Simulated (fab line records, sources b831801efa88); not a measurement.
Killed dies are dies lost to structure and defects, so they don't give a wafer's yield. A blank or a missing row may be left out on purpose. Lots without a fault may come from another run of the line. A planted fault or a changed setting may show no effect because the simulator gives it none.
Which tool did it? | flow gf180mcu | 24 lots, 72 wafers sampled, at 3 steps of a route of 602

WHAT THE GAUGES READ, wafer by wafer
GF_V1_CD_MEAS_14: target cd 260 nm.
lot  | measured     | on        | cd_nm (nm)
L074 | day 18 22:02 | cd_sem-02 | 259.3 258.1 260.3
L075 | day 19 10:10 | cd_sem-02 | 261.3 261.0 260.9
L076 | day 19 10:53 | cd_sem-02 | 260.5 260.6 261.1
L077 | day 19 22:05 | cd_sem-02 | 260.4 260.4 259.7
L078 | day 20 15:10 | cd_sem-01 | 258.3 258.1 257.9
L079 | day 20 23:58 | cd_sem-02 | 260.2 259.5 259.2
L080 | day 21 05:37 | cd_sem-01 | 259.4 260.2 260.1
L082 | day 21 19:49 | cd_sem-02 | 261.6 261.3 261.7
L081 | day 21 21:22 | cd_sem-02 | 258.6 258.6 259.3
L083 | day 22 05:08 | cd_sem-02 | 261.0 260.5 259.8
L084 | day 22 10:00 | cd_sem-02 | 259.1 259.5 259.8
L085 | day 22 17:30 | cd_sem-02 | 260.6 260.2 262.5
L086 | day 23 01:28 | cd_sem-02 | 259.9 260.6 260.4
L087 | day 23 10:28 | cd_sem-02 | 260.4 260.3 260.1
L088 | day 24 00:16 | cd_sem-02 | 260.4 261.3 261.1
L089 | day 24 12:01 | cd_sem-02 | 261.1 260.8 260.8
L090 | day 24 14:16 | cd_sem-01 | 259.5 259.5 258.5
L091 | day 24 22:50 | cd_sem-02 | 260.1 260.2 260.3
L092 | day 25 04:21 | cd_sem-01 | 258.0 259.5 259.0
L093 | day 25 13:38 | cd_sem-01 | 261.0 262.0 261.1
L094 | day 25 20:09 | cd_sem-02 | 259.1 259.1 259.7
L095 | day 26 07:37 | cd_sem-02 | 262.0 263.0 260.6
L096 | day 26 11:44 | cd_sem-02 | 262.2 260.8 261.4
L097 | day 26 18:57 | cd_sem-02 | 260.6 260.4 260.6

GF_M2_THK_MEAS_06: measures by xrf.
lot  | measured     | on            | M2_ALCU_THK (nm)
L074 | day 18 23:54 | film_metro-03 | 455 455 453
L075 | day 19 12:00 | film_metro-03 | 457 455 455
L076 | day 19 12:47 | film_metro-04 | 459 459 458
L077 | day 20 00:11 | film_metro-03 | 468 466 464
L078 | day 20 17:01 | film_metro-04 | 466 458 458
L079 | day 21 01:53 | film_metro-03 | 466 460 451
L080 | day 21 07:27 | film_metro-02 | 455 464 455
L082 | day 21 21:47 | film_metro-04 | 461 450 458
L081 | day 21 23:13 | film_metro-04 | 446 449 446
L083 | day 22 06:59 | film_metro-03 | 467 464 462
L084 | day 22 11:52 | film_metro-02 | 462 467 451
L085 | day 22 19:21 | film_metro-04 | 456 456 450
L086 | day 23 03:18 | film_metro-02 | 455 459 456
L087 | day 23 12:19 | film_metro-03 | 452 446 456
L088 | day 24 02:07 | film_metro-04 | 461 463 461
L089 | day 24 13:52 | film_metro-03 | 470 464 468
L090 | day 24 16:07 | film_metro-02 | 448 453 448
L091 | day 25 00:41 | film_metro-04 | 470 467 465
L092 | day 25 06:13 | film_metro-02 | 452 463 460
L093 | day 25 15:28 | film_metro-03 | 455 450 455
L094 | day 25 22:02 | film_metro-04 | 453 454 457
L095 | day 26 09:28 | film_metro-04 | 447 451 444
L096 | day 26 13:35 | film_metro-02 | 453 460 460
L097 | day 26 20:46 | film_metro-02 | 463 463 462

WHICH TOOL RAN EACH LOT (tool, then ch and the chambers of the sampled wafers, then the start)
lot  | GF_V1_CMP_26
L074 | cmp-01 ch 2,3, day 18 23:14
L075 | cmp-02 ch 0,1,2, day 19 11:21
L076 | cmp-01 ch 1,2,3, day 19 12:11
L077 | cmp-02 ch 0,3, day 19 23:32
L078 | cmp-01 ch 1,2,3, day 20 16:28
L079 | cmp-02 ch 0,1,3, day 21 01:17
L080 | cmp-02 ch 0,1,2, day 21 06:48
L082 | cmp-02 ch 0,3, day 21 21:11
L081 | cmp-02 ch 0,2, day 21 22:34
L083 | cmp-01 ch 2,3, day 22 06:21
L084 | cmp-02 ch 0,2, day 22 11:13
L085 | cmp-02 ch 0,1,2, day 22 18:43
L086 | cmp-01 ch 2,3, day 23 02:39
L087 | cmp-02 ch 0,1,2, day 23 11:40
L088 | cmp-01 ch 0,3, day 24 01:28
L089 | cmp-02 ch 0,1,2, day 24 13:13
L090 | cmp-01 ch 0,1,3, day 24 15:29
L091 | cmp-01 ch 2,3, day 25 00:03
L092 | cmp-02 ch 0,1,2, day 25 05:32
L093 | cmp-01 ch 0,1,3, day 25 14:55
L094 | cmp-02 ch 0,2,3, day 25 21:23
L095 | cmp-01 ch 0,3, day 26 08:49
L096 | cmp-02 ch 1,2, day 26 12:57
L097 | cmp-02 ch 0,2,3, day 26 20:15
- GF_V1_CMP_26: polishes, stops on SiO2, t overpolish 15 s, target thk 0 nm.

WHAT THE TOOLS THEMSELVES READ (means of the sampled wafers that have a number; where no wafer has one, the mark that the record gives instead)
GF_V1_CMP_26.
lot  | tool   | motor_current_A (A) | overpolish_run_s (s) | time_to_endpoint_s (s)
L074 | cmp-01 | 12.2                | 15.008               | 82
L075 | cmp-02 | 10.8                | 15.007               | 89
L076 | cmp-01 | 11.2                | 15.000               | 83
L077 | cmp-02 | 12.2                | 15.002               | 86
L078 | cmp-01 | 11.6                | 15.008               | 80
L079 | cmp-02 | 12.1                | 15.001               | 92
L080 | cmp-02 | 11.1                | 15.005               | 89
L082 | cmp-02 | 12.5                | 14.999               | 86
L081 | cmp-02 | 10.0                | 15.004               | 87
L083 | cmp-01 | 11.3                | 15.004               | 80
L084 | cmp-02 | 9.8                 | 14.999               | 88
L085 | cmp-02 | 10.7                | 15.001               | 92
L086 | cmp-01 | 12.2                | 15.006               | 83
L087 | cmp-02 | 10.8                | 15.009               | 90
L088 | cmp-01 | 9.3                 | 14.997               | 84
L089 | cmp-02 | 10.8                | 14.988               | 87
L090 | cmp-01 | 10.0                | 14.995               | 79
L091 | cmp-01 | 11.0                | 15.002               | 87
L092 | cmp-02 | 10.9                | 15.005               | 81
L093 | cmp-01 | 10.3                | 15.008               | 84
L094 | cmp-02 | 11.5                | 15.000               | 83
L095 | cmp-01 | 9.7                 | 15.012               | 81
L096 | cmp-02 | 9.6                 | 15.008               | 84
L097 | cmp-02 | 11.3                | 15.001               | 85

THE ANSWER, worked out from the rows above alone
Rule: what is usual is taken from the lots themselves. Put in order of their means at a reading, lots are off if they are a third of the lots or fewer, leave a main group of 4 or more, and stand apart from it by a gap of 3 or more times the standard deviation of the main group's means; of several such gaps the widest counts. A main group whose means are all the same, to the digits that the tables above print for the reading, isn't used. A lot without any number at a reading at which 4 lots or more have one is off too. The other lots that the step has rows for count as sound. The gauges are gone through in route order, then the tools' own readings, and for those a lot's mean is taken as printed above. The first step at which some lot is off is used, and at that step the reading that is off furthest; a lot without a number counts as furthest.
No lot is off at any reading shown: from this, nothing can be told.

WHAT THE SIMULATOR HAD PUT IN
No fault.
